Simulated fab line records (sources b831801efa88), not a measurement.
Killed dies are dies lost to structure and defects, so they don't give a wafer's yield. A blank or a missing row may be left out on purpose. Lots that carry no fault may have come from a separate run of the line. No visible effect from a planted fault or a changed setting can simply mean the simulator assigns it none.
8D (eight disciplines) problem report, filled in by code | flow gf180mcu | the parts of the form that need people (team, actions taken, sign-off) are left out

## 1. WHAT WENT WRONG
Wafers without a fault read 36.97 s, standard deviation 0.11; stripTimeToEndpointS at GF_MVSD_STRIP_10 reads a mean of 20.24 s on 9 wafers belonging to 3 lots. So: -99 or more standard deviations from the usual mean.
The step: strips in O2/N2.
The first sign was on wafer L430.1 at day 5 13:39, on plasmaAsher-02. The record holds 45 wafers of 15 lots with a number at this step. Rule for "out", or "out of limits": more than 4 standard deviations from the usual mean. Any other wafer with a number is counted as sound.

## 2. WHAT THIS IS AND IS NOT
question                    | is                             | is not
which readings at this step | stripTimeToEndpointS           | drypumpMotorCurrentA, heaterPowerW
which lots                  | L430, L431, L434               | L426, L427, L428, L429, L433, L440, L443, L444, L445, L446, L448, L449
which wafers of those lots  | all that have a number         | -
read on which tools         | plasmaAsher-02, plasmaAsher-04 | plasmaAsher-03
when                        | from day 5 13:39               | up to then (12 sound wafers); but 24 sound wafers of L433, L440, L443, L444, L445, L446, L448, L449 came after

## 3. WHAT RULES OUT EACH SUSPECT
Counting: a tool stays on the suspect list if, at a process step up to the reading, it processed all lots that are out and no sound lot following the first of them.
- lithoTrack-01 at GF_MVSD_COAT_02 (resist thk 3000 nm): ruled out as a lasting fault. Sound lots L445, L446 ran on it after its first lot that is out, L430 (day 5 05:43).
Left after counting: nothing in the record.

## 4. THE CAUSE (what the simulator had put in)
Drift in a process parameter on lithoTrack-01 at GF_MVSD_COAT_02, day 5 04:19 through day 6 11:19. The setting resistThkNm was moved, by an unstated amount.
It was ruled out by counting, in error; the rule expects a fault to strike all lots run on its tool from its start on, and this fault did not.

## 5. SEQUENCE OF EFFECTS, ordered by route
Each row: a reading whose mean over the struck wafers that have a number lies more than 3 standard deviations from the usual. Only readings for which the record gives a usual standard deviation are gone through. hours: the time from each lot's start at the first step in this table that gives one to its start at this step, as a median over the lots. sigmas: the change in usual standard deviations.
hours | step             | reading              | usual   | on struck wafers | change | sigmas
0     | GF_MVSD_STRIP_10 | stripTimeToEndpointS | 36.97 s | 20.24            | -16.73 | -99 or more
Process steps it contains:
- GF_MVSD_STRIP_10: strips in O2/N2.
At these later measuring or inspecting steps, every struck wafer for which the step has a row has a number for every such reading, and none has moved that far: GF_VT_IMPLANT_OVL_MEAS_18.

## 6. WHAT WOULD HAVE CAUGHT IT SOONER
The fault began at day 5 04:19; the first out-of-limits reading in this record came at day 5 13:39, 9 hours later.
